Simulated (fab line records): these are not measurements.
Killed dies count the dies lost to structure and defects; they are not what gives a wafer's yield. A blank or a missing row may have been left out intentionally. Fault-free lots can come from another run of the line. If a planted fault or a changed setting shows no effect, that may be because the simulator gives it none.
fab line records + flow sky130
record
- lots=11
- wafers=33
- lastDay=50
route steps=708 shown METAL3@534 VIA3@575 PAD_OPEN@708
lots that met no fault: taken from a fault-free run of the same line
startH: hours from the record's first day to the start of the lot's first wafer shown + waitH: how many hours have passed since the lot's step before this one + " repeats the value in the row above + L1.1+2: several wafers, shown together as one row + - no value, or no start was given + * or withheld: withheld + < > ~ a bound
route shown NAME@n: names a module that has steps shown in the file, with the first one's number in the route + usual: mean/standard deviation taken from wafers without a fault + same: alike in all rows + chamber/n: place in a boat + sites: per-site readings + _std_site: the standard deviation of these + _edge_site: inner sites' mean taken away from outer sites' mean + radiusMm: for every site, how far away it sits from the centre of the wafer + mask NAME#n: copy n + behind: the most recent tool/chamber to have shaped the wafer + hold: why the lot went on hold/how many hours it stayed there/how the hold came to an end + device: which transistor (n, p or np) failed to switch + end of line: at the end of the route, the tests of the same wafers + a step without rows: its recipe alone + killed: the dies lost at the first sort to structure and to defects; this is not the yield of the wafer + map: dies across one wafer; x = killed, . = not, _ = none there
set.NAME: the setting the step ran with; set.NAME@STEP: the setting that earlier step ran with + model.NAME: the simulator's own value behind a step, which no gauge read
steps of the route over a sample of lots; a table a step, a row a wafer
services: from which hour (startH, from the record's first day; less than 0 if before it) a tool's chamber was out of use, for how many hours, and why
## steps
# step SKY_METAL3_SPUTTER_02
# recipe
- material=AlCu
- targetThkNm=735
- powerW=10600
- timeS=39.1
- chamberPressurePa=0.4
# usual
- throttleValvePct=30.2/1.2
| lot.wafer | tool          | chamber | startH  | waitH | throttleValvePct |
|-----------|---------------|---------|---------|-------|------------------|
| L528.1    | pvdSputter-04 | -       | 861.11  | 0.0   | 30.1             |
| L528.3    | "             | -       | "       | "     | 29.7             |
| L528.4    | "             | -       | "       | "     | 27.8             |
| L532.1    | pvdSputter-04 | -       | 890.95  | 0.0   | 29.7             |
| L532.2    | "             | -       | "       | "     | 28.1             |
| L532.4    | "             | -       | "       | "     | 30.1             |
| L533.1    | pvdSputter-01 | -       | 902.64  | 0.0   | 31.0             |
| L533.3    | "             | -       | "       | "     | 31.5             |
| L533.4    | "             | -       | "       | "     | 29.0             |
| L535.2    | pvdSputter-04 | -       | 910.66  | 0.0   | 30.1             |
| L535.3    | "             | -       | "       | "     | 29.6             |
| L535.5    | "             | -       | "       | "     | 29.9             |
| L536.1    | pvdSputter-04 | -       | 919.15  | 0.0   | 27.8             |
| L536.3    | "             | -       | "       | "     | 29.5             |
| L536.5    | "             | -       | "       | "     | 29.8             |
| L537.1    | pvdSputter-02 | -       | 927.39  | 0.0   | 31.9             |
| L537.2    | "             | -       | "       | "     | 31.1             |
| L537.6    | "             | -       | "       | "     | 31.7             |
| L538.3    | pvdSputter-04 | -       | 935.16  | 0.0   | 29.8             |
| L538.4    | "             | -       | "       | "     | 27.7             |
| L538.5    | "             | -       | "       | "     | 29.8             |
| L539.1    | pvdSputter-02 | -       | 944.95  | 0.0   | 31.2             |
| L539.2    | "             | -       | "       | "     | 31.7             |
| L539.4    | "             | -       | "       | "     | 31.5             |
| L541.1    | pvdSputter-04 | -       | 952.64  | 0.0   | 28.0             |
| L541.3    | "             | -       | "       | "     | 29.7             |
| L541.6    | "             | -       | "       | "     | 29.8             |
| L545.1    | pvdSputter-01 | -       | 977.24  | 0.0   | 30.6             |
| L545.2    | "             | -       | "       | "     | 28.9             |
| L545.5    | "             | -       | "       | "     | 28.8             |
| L550.2    | pvdSputter-02 | -       | 1020.75 | 0.0   | 31.3             |
| L550.3    | "             | -       | "       | "     | 31.1             |
| L550.4    | "             | -       | "       | "     | 29.9             |
# step SKY_METAL3_CD_MEAS_13
# recipe
- targetCdNm=300
# usual
- cdNm=299.9/1.1
| lot.wafer | tool     | chamber | startH  | waitH | cdNm  |
|-----------|----------|---------|---------|-------|-------|
| L528.1    | cdSem-01 | -       | 912.46  | -     | 299.9 |
| L528.3    | "        | -       | "       | "     | 301.0 |
| L528.4    | "        | -       | "       | "     | 300.3 |
| L532.1    | cdSem-01 | -       | 941.51  | -     | 299.2 |
| L532.2    | "        | -       | "       | "     | 298.4 |
| L532.4    | "        | -       | "       | "     | 299.1 |
| L533.1    | cdSem-02 | -       | 953.47  | -     | 299.4 |
| L533.3    | "        | -       | "       | "     | 299.2 |
| L533.4    | "        | -       | "       | "     | 300.0 |
| L535.2    | cdSem-01 | -       | 961.29  | -     | 298.5 |
| L535.3    | "        | -       | "       | "     | 300.4 |
| L535.5    | "        | -       | "       | "     | 298.3 |
| L536.1    | cdSem-01 | -       | 969.51  | -     | 299.6 |
| L536.3    | "        | -       | "       | "     | 299.9 |
| L536.5    | "        | -       | "       | "     | 299.6 |
| L537.1    | cdSem-01 | -       | 977.93  | -     | 301.8 |
| L537.2    | "        | -       | "       | "     | 299.8 |
| L537.6    | "        | -       | "       | "     | 300.0 |
| L538.3    | cdSem-02 | -       | 983.92  | -     | 301.6 |
| L538.4    | "        | -       | "       | "     | 300.6 |
| L538.5    | "        | -       | "       | "     | 301.1 |
| L539.1    | cdSem-02 | -       | 992.46  | -     | 302.6 |
| L539.2    | "        | -       | "       | "     | 302.2 |
| L539.4    | "        | -       | "       | "     | 300.8 |
| L541.1    | cdSem-01 | -       | 1001.61 | -     | 302.0 |
| L541.3    | "        | -       | "       | "     | 301.9 |
| L541.6    | "        | -       | "       | "     | 299.9 |
| L545.1    | cdSem-02 | -       | 1024.73 | -     | 297.8 |
| L545.2    | "        | -       | "       | "     | 299.3 |
| L545.5    | "        | -       | "       | "     | 299.2 |
| L550.2    | cdSem-01 | -       | 1065.73 | -     | 300.0 |
| L550.3    | "        | -       | "       | "     | 300.1 |
| L550.4    | "        | -       | "       | "     | 299.4 |
# step SKY_METAL3_METAL_ETCH_18
# recipe
- targetDepthA=8450
- stopOn=SiO2
- overEtchFrac=0.3
- timeS=183.1
- chemistry=Cl2/BCl3
- resistSidewallDeg=88
- pressureMtorr=10
- icpW=900
- biasW=48.5
- Cl2_flow_sccm=60
- bcl3FlowSccm=30
# usual
- drypumpMotorCurrentA=5.5/0.36
- oesProductAu=0.865/0.0064
- rfFwdPowerW=897.2/2.6
- throttleValvePct=22.264/0.0091
| lot.wafer | tool        | chamber | startH  | waitH | drypumpMotorCurrentA | oesProductAu | rfFwdPowerW | rfHoursCounterH | throttleValvePct |
|-----------|-------------|---------|---------|-------|----------------------|--------------|-------------|-----------------|------------------|
| L528.1    | rieMetal-02 | 1       | 912.76  | 0.0   | 5.9                  | 0.856        | 896.7       | 6               | 22.248           |
| L528.3    | "           | 1       | "       | "     | 5.9                  | 0.864        | 897.8       | -               | 22.257           |
| L528.4    | "           | 0       | "       | "     | 5.3                  | 0.852        | 893.2       | -               | 22.264           |
| L532.1    | rieMetal-03 | 0       | 941.81  | 0.0   | 5.4                  | 0.868        | 898.1       | 8               | 22.271           |
| L532.2    | "           | 1       | "       | "     | 5.7                  | 0.875        | 898.7       | 3               | 22.250           |
| L532.4    | "           | 1       | "       | "     | 5.7                  | 0.868        | 896.6       | -               | 22.274           |
| L533.1    | rieMetal-01 | 0       | 953.78  | 0.0   | 5.9                  | 0.874        | 896.1       | 22              | 22.256           |
| L533.3    | "           | 0       | "       | "     | 6.0                  | 0.866        | 897.2       | -               | 22.257           |
| L533.4    | "           | 1       | "       | "     | 5.0                  | 0.880        | 896.3       | -               | 22.280           |
| L535.2    | rieMetal-03 | 1       | 961.58  | 0.0   | 5.7                  | 0.870        | 902.0       | 5               | 22.244           |
| L535.3    | "           | 1       | "       | "     | 5.7                  | 0.867        | 902.1       | -               | 22.272           |
| L535.5    | "           | 1       | "       | "     | 5.7                  | 0.871        | 898.9       | -               | 22.263           |
| L536.1    | rieMetal-03 | 0       | 969.81  | 0.0   | 5.4                  | 0.861        | 893.8       | 10              | 22.263           |
| L536.3    | "           | 0       | "       | "     | 5.4                  | 0.869        | 896.8       | -               | 22.271           |
| L536.5    | "           | 1       | "       | "     | 5.7                  | 0.865        | 898.1       | -               | 22.253           |
| L537.1    | rieMetal-03 | 0       | 978.37  | 0.0   | 5.4                  | 0.863        | 896.4       | 11              | 22.262           |
| L537.2    | "           | 1       | "       | "     | 5.7                  | 0.865        | 894.0       | 5               | 22.252           |
| L537.6    | "           | 0       | "       | "     | 5.4                  | 0.852        | 899.1       | -               | 22.269           |
| L538.3    | rieMetal-01 | 1       | 984.25  | 0.1   | 5.0                  | 0.859        | 897.5       | -               | 22.250           |
| L538.4    | "           | 0       | "       | "     | 6.0                  | 0.863        | 894.9       | -               | 22.274           |
| L538.5    | "           | 0       | "       | "     | 6.0                  | 0.862        | 894.1       | -               | 22.263           |
| L539.1    | rieMetal-01 | 1       | 992.76  | 0.0   | 5.0                  | 0.864        | 897.8       | 17              | 22.272           |
| L539.2    | "           | 0       | "       | "     | 5.9                  | 0.857        | 897.1       | 24              | 22.263           |
| L539.4    | "           | 1       | "       | "     | 5.0                  | 0.863        | 899.8       | -               | 22.254           |
| L541.1    | rieMetal-01 | 0       | 1001.91 | 0.0   | 5.9                  | 0.869        | 900.3       | 25              | 22.272           |
| L541.3    | "           | 1       | "       | "     | 5.0                  | 0.867        | 895.9       | -               | 22.258           |
| L541.6    | "           | 1       | "       | "     | 5.0                  | 0.864        | 893.7       | -               | 22.254           |
| L545.1    | rieMetal-03 | 1       | 1025.17 | 0.0   | 5.7                  | 0.884        | 1038.2      | 8               | 22.267           |
| L545.2    | "           | 0       | "       | "     | 5.4                  | 0.859        | 892.9       | 13              | 22.263           |
| L545.5    | "           | 0       | "       | "     | 5.4                  | 0.869        | 895.7       | -               | 22.257           |
| L550.2    | rieMetal-02 | 1       | 1066.01 | 0.0   | 5.9                  | 0.857        | 900.0       | 16              | 22.282           |
| L550.3    | "           | 1       | "       | "     | 5.9                  | 0.869        | 900.5       | -               | 22.260           |
| L550.4    | "           | 0       | "       | "     | 5.3                  | 0.867        | 896.1       | -               | 22.271           |
# step SKY_METAL3_STRIP_19
# recipe
- chemistry=O2/N2
- powerW=1400
- pressureMtorr=1500
- platenTempC=withheld
- o2FlowSccm=3000
- n2FlowSccm=300
- overashFraction=0.5
# usual
- drypumpMotorCurrentA=5.5/0.58
- oesProductAu=0.502/0.0054
- stripTimeToEndpointS=6.52/0.067
| lot.wafer | tool           | chamber | startH  | waitH | drypumpMotorCurrentA | oesProductAu | rfHoursCounterH | stripTimeToEndpointS |
|-----------|----------------|---------|---------|-------|----------------------|--------------|-----------------|----------------------|
| L528.1    | plasmaAsher-04 | 1       | 912.94  | 0.1   | 4.7                  | 0.493        | 79              | 6.45                 |
| L528.3    | "              | 1       | "       | "     | 4.7                  | 0.499        | -               | 6.45                 |
| L528.4    | "              | 0       | "       | "     | 5.9                  | 0.504        | -               | 6.47                 |
| L532.1    | plasmaAsher-01 | 1       | 941.99  | 0.1   | 5.1                  | 0.506        | 20              | 6.54                 |
| L532.2    | "              | 0       | "       | "     | 4.9                  | 0.490        | 20              | 6.40                 |
| L532.4    | "              | 0       | "       | "     | 4.9                  | 0.500        | -               | 6.50                 |
| L533.1    | plasmaAsher-04 | 0       | 953.96  | 0.1   | 5.9                  | 0.505        | 83              | 6.52                 |
| L533.3    | "              | 0       | "       | "     | 5.9                  | 0.503        | -               | 6.52                 |
| L533.4    | "              | 1       | "       | "     | 4.7                  | 0.504        | -               | 6.53                 |
| L535.2    | plasmaAsher-02 | 1       | 961.76  | 0.1   | 5.6                  | 0.501        | 53              | 6.50                 |
| L535.3    | "              | 1       | "       | "     | 5.6                  | 0.506        | -               | 6.57                 |
| L535.5    | "              | 1       | "       | "     | 5.5                  | 0.496        | -               | 6.52                 |
| L536.1    | plasmaAsher-01 | 1       | 969.99  | 0.1   | 5.1                  | 0.505        | 23              | 6.58                 |
| L536.3    | "              | 0       | "       | "     | 4.9                  | 0.500        | -               | 6.51                 |
| L536.5    | "              | 0       | "       | "     | 4.9                  | 0.496        | -               | 6.44                 |
| L537.1    | plasmaAsher-02 | 0       | 978.55  | 0.1   | 6.3                  | 0.511        | 55              | 6.64                 |
| L537.2    | "              | 1       | "       | "     | 5.5                  | 0.500        | 55              | 6.60                 |
| L537.6    | "              | 0       | "       | "     | 6.4                  | 0.504        | -               | 6.66                 |
| L538.3    | plasmaAsher-04 | 1       | 984.40  | 0.1   | 4.7                  | 0.508        | -               | 6.49                 |
| L538.4    | "              | 0       | "       | "     | 5.9                  | 0.503        | -               | 6.48                 |
| L538.5    | "              | 1       | "       | "     | 4.7                  | 0.507        | -               | 6.49                 |
| L539.1    | plasmaAsher-04 | 0       | 992.94  | 0.1   | 5.9                  | 0.515        | 86              | 6.61                 |
| L539.2    | "              | 1       | "       | "     | 4.7                  | 0.497        | 86              | 6.58                 |
| L539.4    | "              | 1       | "       | "     | 4.7                  | 0.507        | -               | 6.56                 |
| L541.1    | plasmaAsher-04 | 1       | 1002.09 | 0.1   | 4.7                  | 0.505        | 87              | 6.64                 |
| L541.3    | "              | 1       | "       | "     | 4.7                  | 0.507        | -               | 6.60                 |
| L541.6    | "              | 0       | "       | "     | 5.9                  | 0.518        | -               | 6.58                 |
| L545.1    | plasmaAsher-02 | 0       | 1025.35 | 0.1   | 6.3                  | 0.468        | 59              | 5.68                 |
| L545.2    | "              | 1       | "       | "     | 5.5                  | 0.498        | 59              | 6.52                 |
| L545.5    | "              | 1       | "       | "     | 5.6                  | 0.505        | -               | 6.48                 |
| L550.2    | plasmaAsher-02 | 1       | 1066.19 | 0.1   | 5.6                  | 0.502        | 63              | 6.40                 |
| L550.3    | "              | 0       | "       | "     | 6.3                  | 0.498        | -               | 6.42                 |
| L550.4    | "              | 1       | "       | "     | 5.6                  | 0.504        | -               | 6.44                 |
# step SKY_VIA3_CMP_02
# recipe
- material=SiO2
- downForcePsi=4
- platenRpm=60
- padVelocityMS=0.94248
# usual
- motorCurrentA=12.2/1
- platenRpm=59.99/0.036
- slurryFilterDpKPa=13.53/0.13
| lot.wafer | tool   | chamber | startH  | waitH | motorCurrentA | platenRpm | slurryFilterDpKPa |
|-----------|--------|---------|---------|-------|---------------|-----------|-------------------|
| L528.1    | cmp-01 | 0       | 913.89  | 0.1   | 12.7          | 59.98     | 13.61             |
| L528.3    | "      | 1       | "       | "     | 11.4          | 60.00     | 13.51             |
| L528.4    | "      | 2       | "       | "     | 13.5          | 60.06     | 13.69             |
| L532.4    | cmp-01 | 3       | 942.85  | 0.0   | 11.1          | 60.00     | 13.57             |
| L532.2    | "      | 1       | "       | "     | 12.3          | 60.03     | 13.70             |
| L532.1    | "      | 2       | "       | "     | 13.6          | 60.01     | 13.45             |
| L533.1    | cmp-01 | 3       | 954.78  | 0.1   | 11.8          | 60.02     | 13.41             |
| L533.3    | "      | 0       | "       | "     | 12.6          | 60.02     | 13.45             |
| L533.4    | "      | 1       | "       | "     | 11.4          | 60.01     | 13.63             |
| L535.3    | cmp-02 | 0       | 962.65  | 0.0   | 13.7          | 59.97     | 13.49             |
| L535.2    | "      | 3       | "       | "     | 10.9          | 59.96     | 13.88             |
| L535.5    | "      | 0       | "       | "     | 13.7          | 59.97     | 13.40             |
| L536.1    | cmp-02 | 0       | 970.82  | 0.1   | 14.2          | 60.02     | 13.76             |
| L536.3    | "      | 3       | "       | "     | 10.5          | 60.02     | 13.55             |
| L536.5    | "      | 0       | "       | "     | 14.4          | 60.01     | 13.75             |
| L537.1    | cmp-01 | 1       | 979.40  | 0.1   | 12.1          | 59.97     | 13.55             |
| L537.2    | "      | 3       | "       | "     | 11.5          | 59.96     | 13.74             |
| L537.6    | "      | 2       | "       | "     | 12.4          | 59.99     | 13.38             |
| L538.3    | cmp-01 | 3       | 985.19  | 0.0   | 11.2          | 60.01     | 13.63             |
| L538.4    | "      | 0       | "       | "     | 12.0          | 60.00     | 13.46             |
| L538.5    | "      | 0       | "       | "     | 12.8          | 59.98     | 13.59             |
| L539.2    | cmp-02 | 0       | 993.82  | 0.1   | 13.3          | 59.97     | 13.58             |
| L539.1    | "      | 1       | "       | "     | 11.9          | 59.98     | 13.49             |
| L539.4    | "      | 2       | "       | "     | 11.4          | 59.98     | 13.35             |
| L541.3    | cmp-01 | 1       | 1003.01 | 0.0   | 11.9          | 59.96     | 13.25             |
| L541.1    | "      | 3       | "       | "     | 11.7          | 60.01     | 13.56             |
| L541.6    | "      | 2       | "       | "     | 13.6          | 60.01     | 13.58             |
| L545.1    | cmp-02 | 1       | 1026.26 | 0.1   | 12.2          | 59.95     | 13.44             |
| L545.2    | "      | 0       | "       | "     | 14.3          | 59.96     | 13.58             |
| L545.5    | "      | 1       | "       | "     | 11.6          | 59.98     | 13.34             |
| L550.3    | cmp-01 | 0       | 1067.02 | 0.0   | 12.3          | 60.02     | 13.47             |
| L550.4    | "      | 1       | "       | "     | 12.2          | 59.98     | 13.45             |
| L550.2    | "      | 3       | "       | "     | 11.9          | 59.99     | 13.34             |
# step SKY_PAD_OPEN_PROBE_99
# usual
- defectLimitedYield=83.0/2
- killed_at_M0_to_M3=43/7.1
- killed_at_M4_up=3.1/1.7
- killedAtContacts=23/5.1
- killedAtFrontEnd=14/4.4
- killedAtOther=0.3/0.47
- killedDies=84/9.9
- killedOpen=45/6.6
- killedShort=38/6.8
- sort_bin_3_pad_short=0.8/0.4
- sort_bin_5_function=10.1/1.4
- sort_bin_6_memory=6.1/1.2
- sortNPass=408/9.9
- sortYieldPct=83.0/2
# same
- grossDies=492
- killedAtBackSide=0
- sort_bin_4_leakage[%]=0
- sort_bin_8_speed[%]=0
| lot.wafer | tool      | chamber | startH  | waitH | defectLimitedYield[%] | killed_at_M0_to_M3 | killed_at_M4_up | killedAtContacts | killedAtFrontEnd | killedAtOther | killedDies | killedOpen | killedShort | sort_bin_3_pad_short[%] | sort_bin_5_function[%] | sort_bin_6_memory[%] | sortNPass | sortYieldPct[%] |
|-----------|-----------|---------|---------|-------|-----------------------|--------------------|-----------------|------------------|------------------|---------------|------------|------------|-------------|-------------------------|------------------------|----------------------|-----------|-----------------|
| L535.2    | prober-01 | -       | 1126.59 | 0.1   | 84.8                  | 43                 | 0               | 18               | 14               | 0             | 75         | 34         | 41          | 0.8                     | 10.2                   | 4.3                  | 417       | 84.8            |
| L535.3    | prober-01 | -       | 1126.64 | 0.2   | 81.3                  | 55                 | 1               | 24               | 12               | 0             | 92         | 48         | 44          | 1.0                     | 11.0                   | 6.7                  | 400       | 81.3            |
| L535.5    | prober-01 | -       | 1126.74 | 0.2   | 85.6                  | 36                 | 1               | 17               | 16               | 1             | 71         | 35         | 36          | 1.0                     | 8.5                    | 4.9                  | 421       | 85.6            |
| L537.1    | prober-01 | -       | 1138.43 | 0.1   | 82.3                  | 46                 | 5               | 23               | 12               | 1             | 87         | 43         | 44          | 0.2                     | 10.8                   | 6.7                  | 405       | 82.3            |
| L537.2    | prober-01 | -       | 1138.48 | 0.1   | 85.0                  | 35                 | 1               | 28               | 10               | 0             | 74         | 43         | 31          | 0.4                     | 9.6                    | 5.1                  | 418       | 85.0            |
| L537.6    | prober-01 | -       | 1138.68 | 0.2   | 82.3                  | 44                 | 6               | 27               | 10               | 0             | 87         | 45         | 42          | 0.4                     | 10.4                   | 6.9                  | 405       | 82.3            |
| L538.3    | prober-02 | -       | 1143.90 | 0.2   | 83.9                  | 36                 | 4               | 20               | 19               | 0             | 79         | 43         | 36          | 1.0                     | 9.3                    | 5.7                  | 413       | 83.9            |
| L538.4    | prober-02 | -       | 1143.95 | 0.2   | 79.1                  | 54                 | 5               | 25               | 19               | 0             | 103        | 57         | 46          | 1.0                     | 11.6                   | 8.3                  | 389       | 79.1            |
| L538.5    | prober-02 | -       | 1144.00 | 0.2   | 82.5                  | 50                 | 3               | 24               | 9                | 0             | 86         | 41         | 45          | 1.4                     | 9.1                    | 6.9                  | 406       | 82.5            |
| L541.1    | prober-01 | -       | 1158.85 | 0.1   | 84.6                  | 45                 | 1               | 16               | 14               | 0             | 76         | 46         | 30          | 0.2                     | 8.9                    | 6.3                  | 416       | 84.6            |
| L541.3    | prober-01 | -       | 1158.95 | 0.2   | 83.5                  | 43                 | 3               | 22               | 12               | 1             | 81         | 43         | 38          | 0.2                     | 10.6                   | 5.7                  | 411       | 83.5            |
| L541.6    | prober-01 | -       | 1159.10 | 0.2   | 79.3                  | 58                 | 1               | 23               | 19               | 1             | 102        | 60         | 42          | 0.8                     | 13.8                   | 6.1                  | 390       | 79.3            |
| L545.1    | prober-02 | -       | 1175.85 | 0.1   | 83.3                  | 39                 | 3               | 22               | 18               | 0             | 82         | 43         | 39          | 0.6                     | 10.2                   | 5.9                  | 410       | 83.3            |
| L545.2    | prober-02 | -       | 1175.90 | 0.1   | 83.7                  | 42                 | 2               | 21               | 14               | 1             | 80         | 47         | 33          | 0.6                     | 11.6                   | 4.1                  | 412       | 83.7            |
| L545.5    | prober-02 | -       | 1176.05 | 0.2   | 83.7                  | 40                 | 1               | 24               | 15               | 0             | 80         | 55         | 25          | 0.6                     | 8.9                    | 6.7                  | 412       | 83.7            |
# killed by level:class
L535.2 VIA1:geometricParticle:open=13 VIA1:geometricParticle:short=7 CONTACT:geometricParticle:short=5 LI_CONTACT:geometricParticle:open=5 METAL1:geometricParticle:short=5 VIA3:geometricParticle:open=5 FIELD_ISO:geometricParticle:short=4 METAL2:geometricParticle:short=4
L535.3 VIA1:geometricParticle:open=16 CONTACT:geometricParticle:open=11 METAL2:geometricParticle:short=8 LI_CONTACT:geometricParticle:open=7 VIA2:geometricParticle:open=6 METAL1:geometricParticle:short=6 VIA2:geometricParticle:short=5 METAL3:geometricParticle:short=4
L535.5 VIA1:geometricParticle:open=8 VIA2:geometricParticle:short=6 FIELD_ISO:geometricParticle:short=5 CONTACT:geometricParticle:open=5 FIELD_ISO:geometricParticle:open=4 LI_CONTACT:geometricParticle:open=4 CONTACT:geometricParticle:short=4 VIA1:geometricParticle:short=4
L537.1 CONTACT:geometricParticle:open=11 METAL2:geometricParticle:short=9 VIA2:geometricParticle:open=7 VIA1:geometricParticle:open=6 LI_CONTACT:geometricParticle:open=6 VIA2:geometricParticle:short=6 POLY_GATE:geometricParticle:open=4 CONTACT:geometricParticle:short=4
L537.2 CONTACT:geometricParticle:open=17 VIA1:geometricParticle:open=10 METAL1:geometricParticle:short=6 METAL2:geometricParticle:short=5 VIA2:geometricParticle:open=5 LI_CONTACT:geometricParticle:open=4 CONTACT:geometricParticle:short=4 FIELD_ISO:geometricParticle:open=3
L537.6 CONTACT:geometricParticle:open=14 VIA1:geometricParticle:open=13 METAL2:geometricParticle:short=9 VIA3:geometricParticle:open=7 METAL1:geometricParticle:short=6 FIELD_ISO:geometricParticle:short=4 LI_CONTACT:geometricParticle:open=4 LOCAL_INTERCONNECT:geometricParticle:short=4
L538.3 VIA1:geometricParticle:open=9 VIA2:geometricParticle:open=7 POLY_GATE:geometricParticle:short=6 POLY_GATE:geometricParticle:open=6 CONTACT:geometricParticle:open=6 METAL1:geometricParticle:short=5 FIELD_ISO:geometricParticle:short=4 CONTACT:geometricParticle:short=4
L538.4 VIA1:geometricParticle:open=11 VIA2:geometricParticle:open=10 LI_CONTACT:geometricParticle:open=9 METAL2:geometricParticle:short=8 METAL3:geometricParticle:short=7 FIELD_ISO:geometricParticle:short=6 POLY_GATE:geometricParticle:open=5 CONTACT:geometricParticle:open=5
L538.5 VIA1:geometricParticle:open=13 METAL1:geometricParticle:short=11 CONTACT:geometricParticle:short=8 CONTACT:geometricParticle:open=8 VIA2:geometricParticle:open=7 LI_CONTACT:geometricParticle:open=4 METAL2:geometricParticle:short=4 VIA2:geometricParticle:short=4
L541.1 VIA1:geometricParticle:open=13 VIA2:geometricParticle:open=7 VIA3:geometricParticle:open=7 LI_CONTACT:geometricParticle:open=6 METAL1:geometricParticle:short=6 POLY_GATE:geometricParticle:open=5 METAL2:geometricParticle:short=5 CONTACT:geometricParticle:short=4
L541.3 VIA1:geometricParticle:open=15 CONTACT:geometricParticle:open=8 VIA1:geometricParticle:short=7 POLY_GATE:geometricParticle:short=6 METAL1:geometricParticle:short=5 VIA2:geometricParticle:open=5 POLY_GATE:geometricParticle:open=4 LI_CONTACT:geometricParticle:open=4
L541.6 VIA1:geometricParticle:open=14 CONTACT:geometricParticle:open=10 LI_CONTACT:geometricParticle:open=7 VIA2:geometricParticle:open=7 METAL2:geometricParticle:short=6 VIA3:geometricParticle:open=6 FIELD_ISO:geometricParticle:short=5 VIA2:geometricParticle:short=5
L545.1 VIA1:geometricParticle:open=11 CONTACT:geometricParticle:open=7 LOCAL_INTERCONNECT:geometricParticle:short=6 FIELD_ISO:geometricParticle:short=5 POLY_GATE:geometricParticle:short=4 LI_CONTACT:geometricParticle:open=4 CONTACT:geometricParticle:short=4 VIA1:geometricParticle:short=4
L545.2 VIA1:geometricParticle:open=9 VIA3:geometricParticle:open=8 LI_CONTACT:geometricParticle:open=7 POLY_GATE:geometricParticle:open=5 CONTACT:geometricParticle:open=5 METAL2:geometricParticle:short=4 SPACER:geometricParticle:short=4 METAL1:geometricParticle:short=4
L545.5 VIA1:geometricParticle:open=14 CONTACT:geometricParticle:open=11 VIA2:geometricParticle:open=10 FIELD_ISO:geometricParticle:open=5 LI_CONTACT:geometricParticle:open=5 LOCAL_INTERCONNECT:geometricParticle:short=4 FIELD_ISO:geometricParticle:short=3 VIA3:geometricParticle:short=3
## services
| tool           | chamber | startH  | hours | kind   |
|----------------|---------|---------|-------|--------|
| cmp-02         | -       | 845.88  | 1.7   | repair |
| cmp-02         | -       | 848.20  | 1.6   | repair |
| pvdSputter-02  | -       | 863.15  | 2.3   | repair |
| cmp-02         | -       | 863.62  | 8.1   | pm     |
| cmp-01         | -       | 871.73  | 7.7   | pm     |
| cmp-02         | -       | 880.56  | 7.6   | pm     |
| pvdSputter-04  | -       | 881.61  | 1.2   | repair |
| pvdSputter-02  | -       | 898.36  | 3.4   | repair |
| cmp-02         | -       | 912.02  | 4.0   | pm     |
| cmp-02         | -       | 914.58  | 6.1   | repair |
| cmp-02         | -       | 926.61  | 0.6   | repair |
| cmp-02         | -       | 938.89  | 0.2   | repair |
| plasmaAsher-02 | -       | 938.96  | 2.8   | pm     |
| rieMetal-01    | -       | 954.03  | 0.5   | repair |
| pvdSputter-04  | -       | 955.68  | 3.5   | repair |
| plasmaAsher-04 | -       | 960.08  | 4.3   | repair |
| rieMetal-03    | 1       | 971.88  | 3.1   | repair |
| plasmaAsher-02 | -       | 986.51  | 2.1   | repair |
| plasmaAsher-02 | -       | 1008.71 | 3.3   | repair |
| cmp-02         | -       | 1009.53 | 1.1   | repair |
| cmp-02         | -       | 1009.97 | 4.2   | repair |
| rieMetal-01    | 0       | 1032.29 | 6.4   | repair |
| rieMetal-03    | -       | 1047.51 | 0.3   | repair |
| rieMetal-03    | 1       | 1053.22 | 110.0 | repair |
## key
firstSign
- step=SKY_METAL3_METAL_ETCH_18
- reading=rfFwdPowerW
- direction=up
- sigmas=55
- usual=897.2
- struck=1038.2
effect
- step=SKY_METAL3_STRIP_19
- reading=stripTimeToEndpointS
- direction=down
- sigmas=13
- usual=*
- struck=*
metAt SKY_METAL3_METAL_ETCH_18
struckLots L545
struckWafers L545.1
notActingAt SKY_METAL3_SPUTTER_02,SKY_METAL3_CD_MEAS_13,SKY_VIA3_CMP_02
onsetBetween 978.37 1025.17
fault
- kind=processParameterDrift
- tool=rieMetal-03
- chamber=1
- onsetH=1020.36
- steps=SKY_METAL3_METAL_ETCH_18
- channel=icpW
- offset=144
- shape=step
- endH=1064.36
- actsIn=theseRecipesOnly
- stated=900
